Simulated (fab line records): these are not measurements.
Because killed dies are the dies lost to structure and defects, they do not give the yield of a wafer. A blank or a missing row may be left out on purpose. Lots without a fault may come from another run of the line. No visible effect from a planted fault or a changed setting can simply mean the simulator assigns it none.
2 desks looking at one fault :: flow gf180mcu :: what lay behind the numbers comes last; until then each desk has only its own

## METROLOGY DESK
What the gauges read, lot by lot, whatever tool the lot ran on: means of the sampled wafers that have a number. If a lot's mean is further than 4 standard deviations from the usual mean, the lot is out of limits and carries the mark OUT (the distance appears in the brackets).
Columns: A = M2_ALCU_THK at GF_M2_THK_MEAS_06, usual 450 nm; B = M3_ALCU_THK at GF_M3_THK_MEAS_06, usual 450 nm
lot: L437
first seen here: day 18 01:02
A: 460
B: 452

lot: L439
first seen here: day 18 19:22
A: 456
B: 451

lot: L440
first seen here: day 19 05:10
A: 454
B: 451

lot: L441
first seen here: day 19 19:12
A: 453
B: 443

lot: L442
first seen here: day 20 08:37
A: 453
B: 447

lot: L443
first seen here: day 20 19:38
A: 456
B: 447

lot: L445
first seen here: day 21 05:10
A: 454
B: 450

lot: L446
first seen here: day 21 17:35
A: 447
B: 452

lot: L447
first seen here: day 22 02:01
A: 461
B: 443

lot: L449
first seen here: day 22 17:03
A: 459
B: 456

lot: L450
first seen here: day 23 02:00
A: 449
B: 456

lot: L451
first seen here: day 23 08:53
A: 450
B: 446

lot: L455
first seen here: day 24 17:48
A: 442
B: 458

lot: L457
first seen here: day 25 04:21
A: 441
B: 441
This desk found nothing out of limits on any of the 14 lots.

## TOOL OWNER'S DESK, rieMetal-02
The tool's own readings at GF_TOP_METAL_METAL_ETCH_16 (etches the open film in Cl2/BCl3, stops on SiO2, target depth 1077.5 nm, time 179.6 s): means of the sampled wafers that have a number, for each lot that ran on this tool. If a lot's mean is further than 4 standard deviations from the usual mean, the lot is out of limits and carries the mark OUT (the distance appears in the brackets).
Columns: A = drypumpMotorCurrentA at GF_TOP_METAL_METAL_ETCH_16, usual 5.7 A; B = oesProductAu at GF_TOP_METAL_METAL_ETCH_16, usual 0.967 a.u.; C = rfFwdPowerW at GF_TOP_METAL_METAL_ETCH_16, usual 796.8 W; D = throttleValvePct at GF_TOP_METAL_METAL_ETCH_16, usual 28.257 %
lot: L439
first seen here: day 28 13:57
A: 5.9
B: 0.962
C: 797.2
D: 28.265

lot: L441
first seen here: day 29 07:04
A: 5.7
B: 0.964
C: 797.4
D: 28.266

lot: L445
first seen here: day 30 10:24
A: 5.9
B: 0.963
C: 799.4
D: 28.250

lot: L450
first seen here: day 31 21:30
A: 5.7
B: 0.967
C: 798.0
D: 28.257

lot: L455
first seen here: day 33 02:52
A: 5.9
B: 0.910 (-9.0) OUT
C: 669.0 (-56) OUT
D: 28.316 (+5.3) OUT

lot: L457
first seen here: day 33 10:18
A: 5.7
B: 0.915 (-8.3) OUT
C: 671.3 (-55) OUT
D: 28.312 (+5.0) OUT
This desk's finding: out of limits on L455, L457; first on L455, day 33 02:52 (oesProductAu at GF_TOP_METAL_METAL_ETCH_16). In limits: L439, L441, L445, L450.

## PUT TOGETHER
The tool owner's desk had the chance to raise an alarm at day 33 02:52 on L455, L457.
At the metrology desk, nothing out of limits was observed.
The metrology desk has L455, L457 on record, within its limits.
All the named lots went through GF_TOP_METAL_METAL_ETCH_16 on rieMetal-02.

## WHAT HAD BEEN PUT IN BY THE SIMULATOR
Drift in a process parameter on rieMetal-02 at GF_TOP_METAL_METAL_ETCH_16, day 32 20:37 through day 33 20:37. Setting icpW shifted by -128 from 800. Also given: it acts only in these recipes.
Struck lots among those shown: L455, L457.
Delay in hours, fault start to first out-of-limits reading, by desk: the tool owner's desk at 6.
